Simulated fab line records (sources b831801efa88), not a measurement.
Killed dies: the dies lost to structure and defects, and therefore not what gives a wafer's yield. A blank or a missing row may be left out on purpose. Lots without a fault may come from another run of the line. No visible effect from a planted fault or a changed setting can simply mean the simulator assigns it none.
A struck lot beside a sound one :: flow sky130 :: 16 steps out of a route of 708
Sound: these wafers, L791.2, L791.3, L791.6. Struck: wafer L804.4 (L804.1, L804.5, from the same lot, were not struck and are left out); the cause is given at the end.
Order at every step that has rows: each side's tool, ch and its chambers, its first start. Under that, the readings that differ: sound wafers :: struck wafers :: difference of the means :: sigmas: that difference in standard deviations of wafers without a fault.
alike: readings with means less than 2 such deviations apart, plus words and numbers identical on both sides. not compared: withheld readings, readings lacking a value on some wafer, bounds such as >300 that could conceal the same value, and numbers that have no deviation in the record and whose values overlap.
The two part at a step that has a row with sigmas, a row that says differs or no value, or rows on one side only. Numbers that don't overlap but have no deviation are shown without sigmas and don't part them. Lack of a reading on every wafer of one side parts them only where that side has two or more wafers.

first, 7 steps without rows for these wafers: SKY_METAL4_HMDS_06 (prime time 60 s); SKY_METAL4_COAT_07 (resist thk 60 nm); SKY_METAL4_COAT_08 (resist thk 1140 nm); SKY_METAL4_SOFTBAKE_09 (time 90 s); SKY_METAL4_EXPOSE_10 (exposes mask MM4, target cd 300 nm); SKY_METAL4_PEB_11; SKY_METAL4_DEVELOP_12 (develop time 60 s).
SKY_METAL4_CD_MEAS_13 targets a cd of 300 nm.
  sound on cdSem-02 at day 41 21:16; struck on cdSem-01 at day 45 10:09
  alike: cdNm
SKY_METAL4_OVL_MEAS_14:
  sound on overlay-01 at day 41 21:23; struck on overlay-02 at day 45 10:16
reading: METAL4_OVL (nm)
sound: 9 15 7
struck: -1
difference: -11
sigmas: -2
SKY_METAL4_DESCUM_15: chemistry O2, time 8 s.
  sound on rieMetal-03 ch 0,1, day 41 21:25; struck on rieMetal-03 ch 0, day 45 10:19
  alike: drypumpMotorCurrentA, oesProductAu
  not compared: rfHoursCounterH
SKY_METAL4_ETCH_16: etches BARC in N2/H2, stops on SiO2, time 88.2 s, target depth 60 nm.
  sound on rieMetal-03 ch 0,1, day 41 21:26; struck on rieMetal-03 ch 0, day 45 10:20
reading: runLengthS (s)
sound: 116.4 116.8 115.6
struck: 115.3
difference: -1.0
sigmas: -2
  alike: drypumpMotorCurrentA, oesProductAu, throttleValvePct
  not compared: rfHoursCounterH
SKY_METAL4_ETCH_17: etches SiO2 in C4F8/O2/Ar, stops on TiN, time 3.9 s, target depth 15 nm.
  sound on rieDiel-03 ch 1,2,3, day 41 21:32; struck on rieDiel-02 ch 3, day 45 10:26
  alike: oesProductAu
SKY_METAL4_METAL_ETCH_18: etches the open film in Cl2/BCl3, stops on SiO2, target depth 845 nm, time 183.1 s.
  sound on rieMetal-04 ch 0,1, day 41 21:34; struck on rieMetal-04 ch 0, day 45 10:28
reading: oesProductAu (a.u.)
sound: 0.865 0.865 0.870
struck: 1.003
difference: +0.136
sigmas: +21

reading: runLengthS (s)
sound: 211.5 211.5 211.7
struck: 178.8
difference: -32.8
sigmas: -67

reading: model.KrF-thick_of_METAL4_COAT_08.thkNm (nm)
sound: 533.5 520.8 523
struck: 622.2
difference: +96.4
sigmas: 

reading: model.METAL4.cdNm (nm)
sound: 296.5 300.4 294.5
struck: 312.1
difference: +15.0
sigmas: 

reading: model.SiO2_of_VIA3_HDPCVD_00.thkNm (nm)
sound: 436.3 437.7 435.7
struck: 437.8
difference: +1.2
sigmas: 
  alike: drypumpMotorCurrentA, throttleValvePct
  not compared: rfHoursCounterH
SKY_METAL4_STRIP_19: strips in O2/N2.
  sound on plasmaAsher-02 ch 0,1, day 41 21:44; struck on plasmaAsher-03 ch 1, day 45 10:38
reading: oesProductAu (a.u.)
sound: 0.503 0.503 0.495
struck: 0.545
difference: +0.045
sigmas: +7

reading: stripTimeToEndpointS (s)
sound: 6.60 6.48 6.49
struck: 7.47
difference: +0.95
sigmas: +11
  alike: drypumpMotorCurrentA
  not compared: rfHoursCounterH
then, 1 step without rows for these wafers: SKY_METAL4_STRIP_20 (strips in post etch residue remover, time 1200 s).
-- the record jumps here: 4 days lie between the struck wafers' starts before and after (it left off in module METAL4 and takes up again in module PAD_OPEN, whose first step shown is number 708 of the route) --
SKY_PAD_OPEN_PROBE_99:
  sound on prober-02 at day 45 20:56; struck on prober-02 at day 48 23:46
reading: model.etest.met4.widthNm (nm)
sound: 297.9 302.6 295.6
struck: 312.7
difference: +14.0
sigmas: 

reading: model.etest.met4Comb.leakLog10AUm
sound: -12.16 -11.99 -12
struck: -8.158
difference: +3.892
sigmas: 

reading: model.etest.met4.lineOhmUm
sound: 0.1414 0.1419 0.1421
struck: 0.134
difference: -0.008
sigmas: 

## WHERE THEY PART
First at SKY_METAL4_OVL_MEAS_14; last, within this record, at SKY_METAL4_STRIP_19.

WHY: what the simulator had put in
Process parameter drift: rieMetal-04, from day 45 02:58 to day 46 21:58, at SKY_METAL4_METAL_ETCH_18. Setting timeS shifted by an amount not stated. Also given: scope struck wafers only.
